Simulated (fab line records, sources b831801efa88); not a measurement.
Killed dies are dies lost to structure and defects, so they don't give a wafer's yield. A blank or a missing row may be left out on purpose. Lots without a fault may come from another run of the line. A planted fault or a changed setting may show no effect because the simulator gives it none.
One fault seen from 2 desks | flow gf180mcu | each desk has only its own numbers; what lay behind them comes last

THE TOOL OWNER'S DESK: pecvd-01
The tool's own readings at GF_PASSIVATION_CVD_02 (deposits Si3N4, target thk 700 nm, time 486.18 s): means of the sampled wafers that have a number, for each lot that ran on this tool. A lot is out of limits, marked OUT, if its mean lies more than 4 standard deviations from the usual mean; the brackets give that distance.
Columns: A = heater_power_w at GF_PASSIVATION_CVD_02, usual 702 W
lot  | first seen here | A
L814 | day 28 21:46    | 765
L826 | day 32 11:26    | 697
L834 | day 34 13:26    | 687
L835 | day 35 00:32    | 753
This desk's finding: nothing out of limits on any of the 4 lots.

THE METROLOGY DESK
What the gauges read, lot by lot, whatever tool the lot ran on: means of the sampled wafers that have a number. A lot is out of limits, marked OUT, if its mean lies more than 4 standard deviations from the usual mean; the brackets give that distance.
Columns: A = V5_W_RS at GF_V5_RS_MEAS_24, usual 0.328 ohm/sq; B = PASSIVATION_CVD_02_THK at GF_PASSIVATION_THK_MEAS_03, usual 704 nm
lot  | first seen here | A     | B
L814 | day 28 00:20    | 0.331 | 695
L816 | day 28 22:27    | 0.321 | 704
L817 | day 29 13:31    | 0.333 | 699
L818 | day 29 17:01    | 0.331 | 705
L820 | day 30 05:40    | 0.320 | 702
L822 | day 30 10:35    | 0.329 | 715
L823 | day 31 09:10    | 0.324 | 699
L825 | day 31 16:10    | 0.320 | 695
L826 | day 31 16:37    | 0.332 | 697
L828 | day 32 07:46    | 0.333 | 709
L834 | day 33 19:34    | 0.324 | 797 (+9.4) OUT
L835 | day 34 08:40    | 0.324 | 753 (+4.9) OUT
This desk's finding: out of limits on L834, L835; first on L834, day 34 13:44 (PASSIVATION_CVD_02_THK at GF_PASSIVATION_THK_MEAS_03). In limits: L814, L816, L817, L818, L820, L822, L823, L825, L826, L828.

PUT TOGETHER
The metrology desk could have raised an alarm at day 34 13:44, on L834, L835.
The tool owner's desk saw nothing out of limits.
The tool owner's desk has L834, L835 on record, within its limits.
Of the lots named, all ran GF_PASSIVATION_CVD_02 on pecvd-01.

WHAT THE SIMULATOR HAD PUT IN
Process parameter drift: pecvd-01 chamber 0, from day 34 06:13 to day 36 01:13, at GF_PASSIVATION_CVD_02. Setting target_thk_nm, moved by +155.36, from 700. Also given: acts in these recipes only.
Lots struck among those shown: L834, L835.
Hours from the fault's start to each desk's first reading out of limits: the metrology desk, 8.
